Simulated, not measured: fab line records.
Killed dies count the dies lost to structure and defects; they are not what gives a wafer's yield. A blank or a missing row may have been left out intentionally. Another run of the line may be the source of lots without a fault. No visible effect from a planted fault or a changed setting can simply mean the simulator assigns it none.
fab line records -- flow sky130
record lots=10, wafers=30, last-day=50
route steps=708 shown POLY_CUT@319 SD_P@327 SD_N@351 LI_CONTACT@365 PAD_OPEN@708
lots with no fault: from the same line, run without faults
start-h: hours from the record's opening day to when the first of the lot's shown wafers began -- wait-h: hours since the lot's step before -- " the same as in the row above -- L1.1+2: a single row standing in for several wafers -- - no value present, or no start provided -- * or withheld: withheld -- < > ~ a bound
route shown NAME@n: a module of which the file shows steps, and the number in the route of the first -- usual: average and standard deviation across the fault-free wafers -- same: alike in all rows -- chamber/n: place in a boat -- sites: the reading at each site -- _std_site: their standard deviation -- _edge_site: outer sites' mean less inner sites' -- radius-mm: how far each site lies from the wafer's centre -- mask NAME#n: copy n -- behind: the tool/chamber that last shaped the wafer -- hold: what put the lot on hold/how long, in hours/how the hold closed -- device: the transistor (n, p or np) that didn't switch -- end of line: tests run on the same wafers once the route is complete -- a step given without rows: its recipe and nothing more -- killed: count of dies lost to structure and defects at first sort (not the wafer's yield) -- map: a wafer's dies, marking killed ones x, the rest . and places with no die _
set.NAME: setting as actually run; set.NAME@STEP: the setting as run at that earlier step -- model.NAME: the simulator's own value behind a step, which no gauge read
the route's steps for a sample of lots (tables are steps, rows are wafers)
services: when a tool's chamber went out of use (start-h, in hours from the record's first day, below 0 if earlier), for how many hours, and the reason
## steps
# step SKY_POLY_CUT_STRIP_12
# recipe chemistry=O2/N2, power-w=1400, pressure-mtorr=1500, platen-temp-c=withheld, o2-flow-sccm=3000, n2-flow-sccm=300, overash-fraction=0.5
# usual chamber-pressure-mTorr=1500.0/1.4, drypump-motor-current-A=5.7/0.33, n2-flow-sccm=300.0/0.9, o2-flow-sccm=3000/8, oes-product-au=0.452/0.0052, strip-time-to-endpoint-s=5.358/0.015
lot.wafer,tool,chamber,start-h,wait-h,chamber-pressure-mTorr,drypump-motor-current-A,n2-flow-sccm,o2-flow-sccm,oes-product-au,rf-hours-counter-h,strip-time-to-endpoint-s
L772.3,plasma-asher-04,1,573.54,0.1,1499.6,5.2,300.3,3000,0.451,-,5.354
L772.4,plasma-asher-04,0,573.54,0.1,1497.9,5.1,298.4,2986,0.441,-,5.350
L772.5,plasma-asher-04,1,573.54,0.1,1500.7,5.2,300.5,3001,0.449,-,5.373
L773.1,plasma-asher-03,0,578.61,0.0,1497.5,6.0,300.4,3009,0.454,89,5.356
L773.3,plasma-asher-03,0,578.61,0.0,1500.7,6.0,301.3,2993,0.449,-,5.360
L773.4,plasma-asher-03,1,578.61,0.0,1500.9,5.9,300.0,2997,0.456,-,5.371
L775.1,plasma-asher-04,1,598.51,0.0,1500.1,5.3,299.0,3006,0.450,71,5.375
L775.3,plasma-asher-04,0,598.51,0.0,1500.1,5.1,300.0,3004,0.447,-,5.373
L775.4,plasma-asher-04,1,598.51,0.0,1501.8,5.2,300.6,3016,0.461,-,5.370
L778.2,plasma-asher-04,1,619.81,0.0,1499.6,5.3,301.1,2995,0.455,73,5.364
L778.3,plasma-asher-04,1,619.81,0.0,1498.9,5.3,301.5,2997,0.435,-,5.367
L778.6,plasma-asher-04,1,619.81,0.0,1501.1,5.3,300.5,2987,0.455,-,5.347
L779.1,plasma-asher-04,1,624.66,0.0,1503.2,5.3,301.0,3008,0.457,73,5.388
L779.3,plasma-asher-04,0,624.66,0.0,1500.0,5.1,300.8,2998,0.457,-,5.377
L779.5,plasma-asher-04,0,624.66,0.0,1500.5,5.1,300.5,2995,0.450,-,5.380
L787.1,plasma-asher-03,1,693.60,0.0,1500.4,5.9,300.1,3010,0.446,100,5.346
L787.2,plasma-asher-03,0,693.60,0.0,1499.9,6.0,299.6,2992,0.451,100,5.341
L787.4,plasma-asher-03,1,693.60,0.0,1501.0,5.9,300.4,3004,0.451,-,5.352
L789.1,plasma-asher-03,1,710.01,0.0,1500.2,5.8,298.8,2994,0.455,102,5.376
L789.4,plasma-asher-03,0,710.01,0.0,1502.6,6.0,299.8,3005,0.445,-,5.364
L789.6,plasma-asher-03,1,710.01,0.0,1500.9,5.9,300.8,2996,0.454,-,5.371
L791.1,plasma-asher-03,0,729.10,0.0,1499.8,6.0,299.7,3001,0.452,103,5.372
L791.2,plasma-asher-03,1,729.10,0.0,1500.3,5.9,301.0,2995,0.447,103,5.337
L791.6,plasma-asher-03,0,729.10,0.0,1498.1,6.0,299.9,3008,0.447,-,5.359
L792.2,plasma-asher-02,1,733.71,0.0,1499.7,5.7,300.4,3010,0.461,61,5.375
L792.3,plasma-asher-02,1,733.71,0.0,1500.6,5.7,300.9,2992,0.450,-,5.374
L792.5,plasma-asher-02,0,733.71,0.0,1500.4,5.6,299.9,3009,0.444,-,5.371
L794.2,plasma-asher-02,1,740.90,0.0,1497.5,5.8,300.2,3008,0.457,62,5.332
L794.3,plasma-asher-02,1,740.90,0.0,1497.9,5.7,299.8,3000,0.454,-,5.335
L794.4,plasma-asher-02,0,740.90,0.0,1499.6,5.5,299.7,3015,0.450,-,5.321
# step SKY_SD_P_CD_MEAS_07
# recipe target-cd-nm=380
# usual cd-nm=380.0/2.2
lot.wafer,tool,chamber,start-h,wait-h,cd-nm
L772.3,cd-sem-01,-,602.71,0.1,381.8
L772.4,cd-sem-01,-,602.71,0.1,385.3
L772.5,cd-sem-01,-,602.71,0.1,382.1
L773.1,cd-sem-01,-,608.02,0.1,382.9
L773.3,cd-sem-01,-,608.02,0.1,383.7
L773.4,cd-sem-01,-,608.02,0.1,380.4
L775.1,cd-sem-02,-,628.52,0.1,377.1
L775.3,cd-sem-02,-,628.52,0.1,376.2
L775.4,cd-sem-02,-,628.52,0.1,374.5
L778.2,cd-sem-01,-,648.74,0.2,377.5
L778.3,cd-sem-01,-,648.74,0.2,378.6
L778.6,cd-sem-01,-,648.74,0.2,375.2
L779.1,cd-sem-02,-,653.37,0.1,380.1
L779.3,cd-sem-02,-,653.37,0.1,379.6
L779.5,cd-sem-02,-,653.37,0.1,382.1
L787.1,cd-sem-01,-,720.67,0.1,383.2
L787.2,cd-sem-01,-,720.67,0.1,383.3
L787.4,cd-sem-01,-,720.67,0.1,383.1
L789.1,cd-sem-02,-,737.37,0.1,379.2
L789.4,cd-sem-02,-,737.37,0.1,380.0
L789.6,cd-sem-02,-,737.37,0.1,380.8
L791.1,cd-sem-02,-,756.05,0.1,382.7
L791.2,cd-sem-02,-,756.05,0.1,380.9
L791.6,cd-sem-02,-,756.05,0.1,380.4
L792.2,cd-sem-01,-,760.24,0.1,383.7
L792.3,cd-sem-01,-,760.24,0.1,382.7
L792.5,cd-sem-01,-,760.24,0.1,381.2
L794.2,cd-sem-02,-,767.99,0.1,382.5
L794.3,cd-sem-02,-,767.99,0.1,380.7
L794.4,cd-sem-02,-,767.99,0.1,381.5
# step SKY_SD_N_IMPLANT_09
# recipe species=As, energy-kev=50, dose-cm2=4e+15, tilt-deg=0
# usual beam-energy-keV=50.004/0.016
lot.wafer,tool,chamber,start-h,wait-h,beam-energy-keV
L772.3,implanter-02,0,660.07,0.1,50.034
L772.4,implanter-02,0,660.07,0.1,50.026
L772.5,implanter-02,0,660.07,0.1,50.001
L773.1,implanter-02,0,665.73,0.0,49.982
L773.3,implanter-02,0,665.73,0.0,50.004
L773.4,implanter-02,0,665.73,0.0,49.980
L775.1,implanter-04,0,685.37,0.0,50.019
L775.3,implanter-04,0,685.37,0.0,50.000
L775.4,implanter-04,0,685.37,0.0,50.006
L778.2,implanter-04,0,705.79,0.0,39.168
L778.3,implanter-04,0,705.79,0.0,39.185
L778.6,implanter-04,0,705.79,0.0,39.178
L779.1,implanter-04,0,710.53,0.0,39.171
L779.3,implanter-04,0,710.53,0.0,39.158
L779.5,implanter-04,0,710.53,0.0,39.170
L787.1,implanter-01,0,776.24,0.0,50.007
L787.2,implanter-01,0,776.24,0.0,49.986
L787.4,implanter-01,0,776.24,0.0,49.990
L789.1,implanter-01,0,792.90,0.0,49.991
L789.4,implanter-01,0,792.90,0.0,50.019
L789.6,implanter-01,0,792.90,0.0,50.005
L791.1,implanter-04,0,809.30,0.0,50.010
L791.2,implanter-04,0,809.30,0.0,49.992
L791.6,implanter-04,0,809.30,0.0,49.998
L792.2,implanter-04,0,814.74,0.0,49.991
L792.3,implanter-04,0,814.74,0.0,49.974
L792.5,implanter-04,0,814.74,0.0,49.988
L794.2,implanter-04,0,821.74,0.0,49.993
L794.3,implanter-04,0,821.74,0.0,50.012
L794.4,implanter-04,0,821.74,0.0,49.985
# step SKY_SD_N_STRIP_11
# recipe chemistry=O2/N2, power-w=1400, pressure-mtorr=1500, platen-temp-c=withheld, o2-flow-sccm=3000, n2-flow-sccm=300, overash-fraction=0.5
# usual chamber-pressure-mTorr=1500.3/1.3, drypump-motor-current-A=5.3/0.32, n2-flow-sccm=300.1/0.81, o2-flow-sccm=3003/8.4, oes-product-au=0.527/0.0047, strip-time-to-endpoint-s=22.54/0.053
lot.wafer,tool,chamber,start-h,wait-h,chamber-pressure-mTorr,drypump-motor-current-A,n2-flow-sccm,o2-flow-sccm,oes-product-au,rf-hours-counter-h,strip-time-to-endpoint-s
L772.3,plasma-asher-01,0,660.35,0.1,1499.6,4.8,300.3,2999,0.528,-,22.49
L772.4,plasma-asher-01,1,660.35,0.1,1501.0,5.4,299.2,2995,0.527,-,22.55
L772.5,plasma-asher-01,1,660.35,0.1,1498.4,5.4,299.5,3007,0.529,-,22.55
L773.1,plasma-asher-01,1,666.03,0.1,1500.8,5.4,300.0,3014,0.527,25,22.47
L773.3,plasma-asher-01,1,666.03,0.1,1499.1,5.4,300.3,3002,0.527,-,22.53
L773.4,plasma-asher-01,0,666.03,0.1,1499.6,4.8,301.0,3007,0.524,-,22.49
L775.1,plasma-asher-01,1,685.67,0.1,1501.4,5.5,301.5,3002,0.526,28,22.50
L775.3,plasma-asher-01,0,685.67,0.1,1501.1,4.8,298.9,3010,0.523,-,22.50
L775.4,plasma-asher-01,1,685.67,0.1,1499.2,5.4,300.6,3005,0.533,-,22.53
L778.2,plasma-asher-01,1,706.07,0.1,1502.6,5.5,301.0,3009,0.552,30,20.85
L778.3,plasma-asher-01,0,706.07,0.1,1501.7,4.8,299.9,3002,0.545,-,20.85
L778.6,plasma-asher-01,0,706.07,0.1,1502.1,4.8,298.8,3013,0.542,-,20.91
L779.1,plasma-asher-02,1,710.83,0.1,1501.1,5.8,301.0,3018,0.554,59,20.90
L779.3,plasma-asher-02,1,710.83,0.1,1499.4,5.7,300.1,3010,0.559,-,20.90
L779.5,plasma-asher-02,0,710.83,0.1,1499.3,5.6,300.3,3009,0.555,-,20.88
L787.1,plasma-asher-04,0,776.54,0.1,1500.2,5.1,299.5,3014,0.531,83,22.57
L787.2,plasma-asher-04,1,776.54,0.1,1500.1,5.2,300.1,3019,0.536,83,22.56
L787.4,plasma-asher-04,0,776.54,0.1,1499.6,5.1,299.1,3005,0.526,-,22.53
L789.1,plasma-asher-04,1,793.20,0.1,1502.1,5.3,301.4,3017,0.528,85,22.61
L789.4,plasma-asher-04,0,793.20,0.1,1501.8,5.1,299.6,3014,0.527,-,22.57
L789.6,plasma-asher-04,0,793.20,0.1,1500.7,5.1,299.9,3008,0.525,-,22.63
L791.1,plasma-asher-01,1,809.60,0.1,1501.9,5.5,299.7,3000,0.531,41,22.57
L791.2,plasma-asher-01,0,809.60,0.1,1499.8,4.8,299.2,2999,0.530,41,22.49
L791.6,plasma-asher-01,0,809.60,0.1,1501.4,4.8,300.5,2984,0.528,-,22.56
L792.2,plasma-asher-01,0,815.02,0.1,1500.1,4.8,301.5,3010,0.536,42,22.57
L792.3,plasma-asher-01,1,815.02,0.1,1501.3,5.4,301.1,2996,0.524,-,22.57
L792.5,plasma-asher-01,1,815.02,0.1,1498.4,5.4,300.1,3007,0.530,-,22.60
L794.2,plasma-asher-04,1,822.02,0.1,1498.2,5.3,301.2,3005,0.534,88,22.58
L794.3,plasma-asher-04,1,822.02,0.1,1499.3,5.3,300.3,2995,0.529,-,22.54
L794.4,plasma-asher-04,0,822.02,0.1,1500.0,5.1,299.9,3003,0.530,-,22.56
# step SKY_SD_N_TW_MEAS_12
# usual SD_N_TW=3934/39
lot.wafer,tool,chamber,start-h,wait-h,SD_N_TW
L772.3,film-metro-03,-,660.44,0.1,3930
L772.4,film-metro-03,-,660.44,0.1,3935
L772.5,film-metro-03,-,660.44,0.1,3925
L773.1,film-metro-01,-,666.13,0.1,3880
L773.3,film-metro-01,-,666.13,0.1,3883
L773.4,film-metro-01,-,666.13,0.1,3897
L775.1,film-metro-02,-,685.77,0.1,3986
L775.3,film-metro-02,-,685.77,0.1,4011
L775.4,film-metro-02,-,685.77,0.1,3997
L778.2,film-metro-03,-,706.18,0.1,3691
L778.3,film-metro-03,-,706.18,0.1,3675
L778.6,film-metro-03,-,706.18,0.1,3689
L779.1,film-metro-02,-,710.93,0.1,3749
L779.3,film-metro-02,-,710.93,0.1,3756
L779.5,film-metro-02,-,710.93,0.1,3765
L787.1,film-metro-03,-,776.64,0.1,3917
L787.2,film-metro-03,-,776.64,0.1,3905
L787.4,film-metro-03,-,776.64,0.1,3917
L789.1,film-metro-03,-,793.30,0.1,3961
L789.4,film-metro-03,-,793.30,0.1,3942
L789.6,film-metro-03,-,793.30,0.1,3937
L791.1,film-metro-01,-,809.70,0.1,3914
L791.2,film-metro-01,-,809.70,0.1,3905
L791.6,film-metro-01,-,809.70,0.1,3880
L792.2,film-metro-03,-,815.13,0.1,3937
L792.3,film-metro-03,-,815.13,0.1,3951
L792.5,film-metro-03,-,815.13,0.1,3957
L794.2,film-metro-02,-,822.13,0.1,3985
L794.3,film-metro-02,-,822.13,0.1,3988
L794.4,film-metro-02,-,822.13,0.1,4000
# step SKY_SD_N_RS_MEAS_16
# recipe thk-meas-gauge=four-point-probe
# usual SD_N_RS=68.61/0.16
lot.wafer,tool,chamber,start-h,wait-h,SD_N_RS[ohm/sq]
L772.3,film-metro-01,-,660.74,0.1,68.66
L772.4,film-metro-01,-,660.74,0.1,68.69
L772.5,film-metro-01,-,660.74,0.1,68.70
L773.1,film-metro-03,-,666.41,0.1,68.73
L773.3,film-metro-03,-,666.41,0.1,68.67
L773.4,film-metro-03,-,666.41,0.1,68.64
L775.1,film-metro-01,-,686.06,0.1,68.60
L775.3,film-metro-01,-,686.06,0.1,68.67
L775.4,film-metro-01,-,686.06,0.1,68.63
L778.2,film-metro-03,-,706.48,0.1,77.20
L778.3,film-metro-03,-,706.48,0.1,77.35
L778.6,film-metro-03,-,706.48,0.1,77.22
L779.1,film-metro-01,-,711.21,0.1,77.04
L779.3,film-metro-01,-,711.21,0.1,77.17
L779.5,film-metro-01,-,711.21,0.1,77.17
L787.1,film-metro-01,-,776.92,0.1,68.76
L787.2,film-metro-01,-,776.92,0.1,68.72
L787.4,film-metro-01,-,776.92,0.1,68.77
L789.1,film-metro-01,-,793.59,0.1,68.56
L789.4,film-metro-01,-,793.59,0.1,68.62
L789.6,film-metro-01,-,793.59,0.1,68.89
L791.1,film-metro-03,-,809.99,0.1,68.73
L791.2,film-metro-03,-,809.99,0.1,68.71
L791.6,film-metro-03,-,809.99,0.1,68.66
L792.2,film-metro-03,-,815.42,0.1,68.79
L792.3,film-metro-03,-,815.42,0.1,68.72
L792.5,film-metro-03,-,815.42,0.1,68.58
L794.2,film-metro-03,-,822.42,0.1,68.69
L794.3,film-metro-03,-,822.42,0.1,68.63
L794.4,film-metro-03,-,822.42,0.1,68.70
# step SKY_LI_CONTACT_BOW_MEAS_03
# recipe mode=bow
# usual LI_CONTACT_BOW=56/7.7
lot.wafer,tool,chamber,start-h,wait-h,LI_CONTACT_BOW[um]
L772.3,film-metro-01,-,661.65,0.1,59
L772.4,film-metro-01,-,661.65,0.1,52
L772.5,film-metro-01,-,661.65,0.1,53
L773.1,film-metro-02,-,667.27,0.2,49
L773.3,film-metro-02,-,667.27,0.2,61
L773.4,film-metro-02,-,667.27,0.2,62
L775.1,film-metro-02,-,687.09,0.1,61
L775.3,film-metro-02,-,687.09,0.1,58
L775.4,film-metro-02,-,687.09,0.1,40
L778.2,film-metro-01,-,707.32,0.2,48
L778.3,film-metro-01,-,707.32,0.2,57
L778.6,film-metro-01,-,707.32,0.2,53
L779.1,film-metro-03,-,712.05,0.1,50
L779.3,film-metro-03,-,712.05,0.1,55
L779.5,film-metro-03,-,712.05,0.1,48
L787.1,film-metro-03,-,777.76,0.1,57
L787.2,film-metro-03,-,777.76,0.1,55
L787.4,film-metro-03,-,777.76,0.1,50
L789.1,film-metro-01,-,794.43,0.2,48
L789.4,film-metro-01,-,794.43,0.2,45
L789.6,film-metro-01,-,794.43,0.2,59
L791.1,film-metro-03,-,810.83,0.1,54
L791.2,film-metro-03,-,810.83,0.1,59
L791.6,film-metro-03,-,810.83,0.1,71
L792.2,film-metro-01,-,816.26,0.2,50
L792.3,film-metro-01,-,816.26,0.2,55
L792.5,film-metro-01,-,816.26,0.2,59
L794.2,film-metro-01,-,823.26,0.2,70
L794.3,film-metro-01,-,823.26,0.2,62
L794.4,film-metro-01,-,823.26,0.2,55
# step SKY_PAD_OPEN_PROBE_99
# usual killed_at_M0_to_M3=44/6.8, killed_at_M4_up=3.4/2, killed-at-contacts=24/5.2, killed-at-front-end=15/5.2, killed-at-other=0.2/0.46, killed-dies=87/9.8, killed-open=47/7.5, killed-short=39/6.8
# same gross-dies=492, killed-at-back-side=0
lot.wafer,tool,chamber,start-h,wait-h,killed_at_M0_to_M3,killed_at_M4_up,killed-at-contacts,killed-at-front-end,killed-at-other,killed-dies,killed-open,killed-short
L789.4,prober-02,-,1178.50,0.2,35,2,29,16,1,83,52,31
L789.6,prober-02,-,1178.60,0.2,31,4,13,12,0,60,32,28
L791.1,prober-02,-,1186.57,0.1,51,4,13,22,0,90,55,35
L791.2,prober-02,-,1186.62,0.1,41,0,18,11,0,70,31,39
L791.6,prober-02,-,1186.82,0.2,45,4,17,10,0,76,40,36
L792.2,prober-01,-,1191.28,0.1,33,4,24,14,1,76,42,34
L792.3,prober-01,-,1191.33,0.2,48,5,26,17,0,96,53,43
L792.5,prober-01,-,1191.43,0.2,50,0,27,20,0,97,64,33
# killed by level:class
L789.4 VIA1:geometric-particle:open=12 CONTACT:geometric-particle:open=11 LI_CONTACT:geometric-particle:open=9 FIELD_ISO:geometric-particle:open=5 CONTACT:geometric-particle:short=5 METAL2:geometric-particle:short=5 VIA3:geometric-particle:open=5 POLY_GATE:geometric-particle:short=3
L789.6 VIA1:geometric-particle:open=11 METAL2:geometric-particle:short=5 CONTACT:geometric-particle:open=4 LI_CONTACT:geometric-particle:open=4 METAL3:geometric-particle:short=3 METAL4:geometric-particle:short=3 LI_CONTACT:geometric-particle:short=2 FIELD_ISO:geometric-particle:open=2
L791.1 VIA1:geometric-particle:open=10 POLY_GATE:geometric-particle:open=9 VIA2:geometric-particle:open=9 VIA3:geometric-particle:open=8 CONTACT:geometric-particle:open=7 METAL1:geometric-particle:short=6 VIA3:geometric-particle:short=5 FIELD_ISO:geometric-particle:open=4
L791.2 VIA1:geometric-particle:open=10 METAL1:geometric-particle:short=8 LOCAL_INTERCONNECT:geometric-particle:short=5 CONTACT:geometric-particle:open=5 VIA1:geometric-particle:short=4 METAL2:geometric-particle:short=4 VIA2:geometric-particle:short=4 VIA3:geometric-particle:open=4
L791.6 VIA1:geometric-particle:open=12 VIA3:geometric-particle:open=7 CONTACT:geometric-particle:open=6 VIA1:geometric-particle:short=6 METAL3:geometric-particle:short=6 METAL1:geometric-particle:short=5 LI_CONTACT:geometric-particle:open=4 METAL2:geometric-particle:short=4
L792.2 VIA1:geometric-particle:open=10 CONTACT:geometric-particle:open=8 LI_CONTACT:geometric-particle:open=5 VIA3:geometric-particle:open=5 VIA3:geometric-particle:short=5 LOCAL_INTERCONNECT:geometric-particle:short=4 CONTACT:geometric-particle:short=4 VIA2:geometric-particle:open=4
L792.3 VIA2:geometric-particle:open=10 LI_CONTACT:geometric-particle:open=8 VIA1:geometric-particle:open=8 METAL1:geometric-particle:short=7 VIA3:geometric-particle:open=6 CONTACT:geometric-particle:short=6 CONTACT:geometric-particle:open=5 METAL2:geometric-particle:short=5
L792.5 VIA1:geometric-particle:open=20 LI_CONTACT:geometric-particle:open=8 VIA2:geometric-particle:open=8 POLY_GATE:geometric-particle:open=7 CONTACT:geometric-particle:open=6 LOCAL_INTERCONNECT:geometric-particle:short=6 POLY_GATE:geometric-particle:short=5 METAL2:geometric-particle:short=5
## services
tool,chamber,start-h,hours,kind
implanter-04,-,568.67,2.7,pm
plasma-asher-01,-,574.82,5.5,repair
plasma-asher-04,-,579.43,1.4,repair
plasma-asher-02,-,581.29,1.3,repair
implanter-02,-,582.66,6.2,repair
implanter-01,-,603.43,6.5,repair
plasma-asher-04,-,615.75,1.4,repair
plasma-asher-04,-,627.91,2.8,pm
plasma-asher-04,-,634.81,35.2,repair
implanter-02,-,676.76,3.1,repair
plasma-asher-02,-,683.55,4.7,repair
implanter-04,-,683.87,0.6,repair
plasma-asher-02,-,685.46,1.5,repair
implanter-04,-,721.17,3.9,repair
plasma-asher-04,-,723.89,4.9,repair
plasma-asher-03,-,733.75,9.0,pm
implanter-04,-,736.73,3.4,repair
plasma-asher-04,-,744.11,8.0,repair
plasma-asher-04,-,770.23,3.6,repair
implanter-02,-,785.71,7.2,pm
implanter-04,-,799.31,4.5,pm
implanter-01,-,808.56,3.2,repair
implanter-01,-,812.39,0.8,repair
implanter-02,-,814.34,2.4,repair
## key
first-sign step=SKY_SD_N_IMPLANT_09, reading=beam-energy-keV, direction=down, sigmas=99+, usual=*, struck=*
effect step=SKY_SD_N_STRIP_11, reading=strip-time-to-endpoint-s, direction=down, sigmas=31, usual=*, struck=*
effect step=SKY_SD_N_TW_MEAS_12, reading=SD_N_TW, direction=down, sigmas=5.4, usual=3934, struck=3721
effect step=SKY_SD_N_RS_MEAS_16, reading=SD_N_RS, direction=up, sigmas=54, usual=68.61, struck=77.19
met-at SKY_SD_N_IMPLANT_09
struck-lots L778,L779
tester-left-out L778,L779
not-acting-at SKY_POLY_CUT_STRIP_12,SKY_SD_P_CD_MEAS_07,SKY_LI_CONTACT_BOW_MEAS_03
onset-between 685.37 705.79
fault kind=process-parameter-drift, tool=implanter-04, chamber=-, onset-h=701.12, steps=SKY_SD_N_IMPLANT_09, channel=energy-kev, offset=*, shape=step, end-h=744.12, acts-in=*, stated=*
# tester-left-out: of these lots the tester's yield and bins aren't shown, on N5 and GAA mostly nor the transistor test; their killed dies are dies lost to structure and defects alone, not to doping, threshold or leakage, so they don't give the yield
